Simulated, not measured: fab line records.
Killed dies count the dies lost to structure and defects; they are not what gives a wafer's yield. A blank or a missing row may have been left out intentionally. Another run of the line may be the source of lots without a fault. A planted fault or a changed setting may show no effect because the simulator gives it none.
Which tool is to blame? -- flow gf180mcu -- 12 lots with 36 wafers sampled at 4 steps, on a route of 602 steps

== WHAT EACH GAUGE READ, for each wafer ==
GF_M2_RS_MEAS_05: measures by four-point-probe. Usual: M2_ALCU_RS gives 0.0698 ohm/sq (standard deviation 0.00074).
lot,measured,on,M2_ALCU_RS (ohm/sq),flag
L716,day 17 23:13,film_metro-03,0.0692 0.0693 0.0690,
L718,day 18 22:44,film_metro-02,0.0697 0.0702 0.0699,
L719,day 19 08:40,film_metro-01,0.0705 0.0699 0.0710,
L722,day 20 14:41,film_metro-01,0.0697 0.0709 0.0699,
L723,day 20 21:17,film_metro-01,0.0694 0.0684 0.0685,
L726,day 22 00:41,film_metro-02,0.0702 0.0703 0.0709,
L727,day 22 09:23,film_metro-01,0.0696 0.0699 0.0709,
L728,day 22 18:16,film_metro-01,0.0692 0.0678 0.0698,
L736,day 25 10:26,film_metro-01,0.0691 0.0698 0.0701,
L737,day 25 15:28,film_metro-03,0.0689 0.0696 0.0685,
L738,day 25 20:29,film_metro-01,0.0708 0.0696 0.0706,
L739,day 26 08:06,film_metro-03,0.0699 0.0692 0.0687,

GF_M2_CD_MEAS_14: target cd 280 nm. Usual: cd_nm reads 280.0 nm (standard deviation 1.2).
lot,measured,on,cd_nm (nm),flag
L716,day 18 22:16,cd_sem-01,279.5 279.7 279.4,
L718,day 19 22:10,cd_sem-01,278.9 277.7 277.6,
L719,day 20 09:05,cd_sem-01,278.6 279.1 278.5,
L722,day 21 14:26,cd_sem-02,282.2 282.1 281.0,
L723,day 21 20:56,cd_sem-02,281.4 282.0 282.6,
L726,day 22 23:41,cd_sem-01,279.7 279.4 278.2,
L727,day 23 08:40,cd_sem-02,291.3 290.8 289.5,OFF
L728,day 23 16:49,cd_sem-02,289.7 289.5 288.9,OFF
L736,day 26 07:50,cd_sem-01,276.8 278.9 278.5,
L737,day 26 11:40,cd_sem-01,281.0 281.8 282.2,
L738,day 26 17:44,cd_sem-02,280.8 279.5 280.3,
L739,day 27 04:32,cd_sem-02,280.9 280.5 280.7,

== WHICH TOOL RAN EACH LOT (tool, then ch and the chambers of the sampled wafers, then the start) ==
lot,GF_V1_SPUTTER_21,GF_M2_SOFTBAKE_10
L716,"pvd_sputter-03, day 17 22:17","litho_track-01 ch 0, day 18 10:59"
L718,"pvd_sputter-04, day 18 21:50","litho_track-01 ch 0, day 19 10:40"
L719,"pvd_sputter-04, day 19 07:45","litho_track-02 ch 0, day 19 20:11"
L722,"pvd_sputter-03, day 20 13:46","litho_track-03 ch 0, day 21 02:31"
L723,"pvd_sputter-02, day 20 20:22","litho_track-01 ch 0, day 21 09:28"
L726,"pvd_sputter-04, day 21 23:46","litho_track-01 ch 0, day 22 12:40"
L727,"pvd_sputter-02, day 22 08:29","litho_track-01 ch 0, day 22 20:46"
L728,"pvd_sputter-02, day 22 17:20","litho_track-01 ch 0, day 23 05:32"
L736,"pvd_sputter-04, day 25 09:31","litho_track-03 ch 0, day 25 20:50"
L737,"pvd_sputter-02, day 25 14:34","litho_track-02 ch 0, day 26 01:20"
L738,"pvd_sputter-04, day 25 19:34","litho_track-03 ch 0, day 26 07:20"
L739,"pvd_sputter-02, day 26 07:11","litho_track-01 ch 0, day 26 18:10"
- GF_V1_SPUTTER_21: material Ti, target thk 15 nm, time 80.02 s.
- GF_M2_SOFTBAKE_10: time 60 s.

== AS READ BY THE TOOLS THEMSELVES (means over the sampled wafers that have a number; for cases with no such wafer, the mark the record gives instead) ==
GF_V1_SPUTTER_21. Usual: throttle_valve_pct reads 30.2 % (standard deviation 0.98).
lot,tool,throttle_valve_pct (%),flag
L716,pvd_sputter-03,29.2,
L718,pvd_sputter-04,30.6,
L719,pvd_sputter-04,30.4,
L722,pvd_sputter-03,29.6,
L723,pvd_sputter-02,30.5,
L726,pvd_sputter-04,30.5,
L727,pvd_sputter-02,31.2,
L728,pvd_sputter-02,31.2,
L736,pvd_sputter-04,30.5,
L737,pvd_sputter-02,31.1,
L738,pvd_sputter-04,30.0,
L739,pvd_sputter-02,30.6,

GF_M2_SOFTBAKE_10. Usual: exhaust_pa 44.9 Pa, standard deviation 0.94; heater_power_total_W 93.05 W, standard deviation 0.062; plate_temp_C 130.00 C, standard deviation 0.15.
lot,tool,exhaust_pa (Pa),heater_power_total_W (W),plate_temp_C (C),flag
L716,litho_track-01,45.9,93.00,129.88,
L718,litho_track-01,45.1,93.10,129.97,
L719,litho_track-02,45.8,93.05,130.08,
L722,litho_track-03,44.7,93.03,129.96,
L723,litho_track-01,46.2,93.07,130.19,
L726,litho_track-01,44.6,93.04,130.01,
L727,litho_track-01,44.7,89.71,126.32,OFF
L728,litho_track-01,45.9,89.72,126.18,OFF
L736,litho_track-03,44.0,93.04,130.22,
L737,litho_track-02,43.6,93.03,130.04,
L738,litho_track-03,43.4,93.07,130.16,
L739,litho_track-01,43.6,93.06,130.09,

== THE ANSWER, worked out from the rows above alone ==
Rule: lot off if the mean of its wafers having a number is beyond 3 standard deviations from the usual mean. Also off: a lot with no number at a reading for which 4 or more lots have one. The other lots that the step has rows for count as sound. After the gauges, taken in route order, come the tools' own readings; for these a lot's mean is taken, as printed above. The first step at which some lot is off is used, and at that step the reading that is off furthest; a lot without a number counts as furthest.
Off: L727, L728 (GF_M2_CD_MEAS_14, cd_nm).
If a tool, at a process step before that reading, ran all the lots that are off and no sound lot after the first of them, it fits. Not tried: the gauges at GF_M2_CD_MEAS_14; whatever is off there is also off at GF_M2_SOFTBAKE_10, on other tools, and gauge error can't account for it. Not one of the candidates tried fits.

== WHAT THE SIMULATOR HAD PUT IN ==
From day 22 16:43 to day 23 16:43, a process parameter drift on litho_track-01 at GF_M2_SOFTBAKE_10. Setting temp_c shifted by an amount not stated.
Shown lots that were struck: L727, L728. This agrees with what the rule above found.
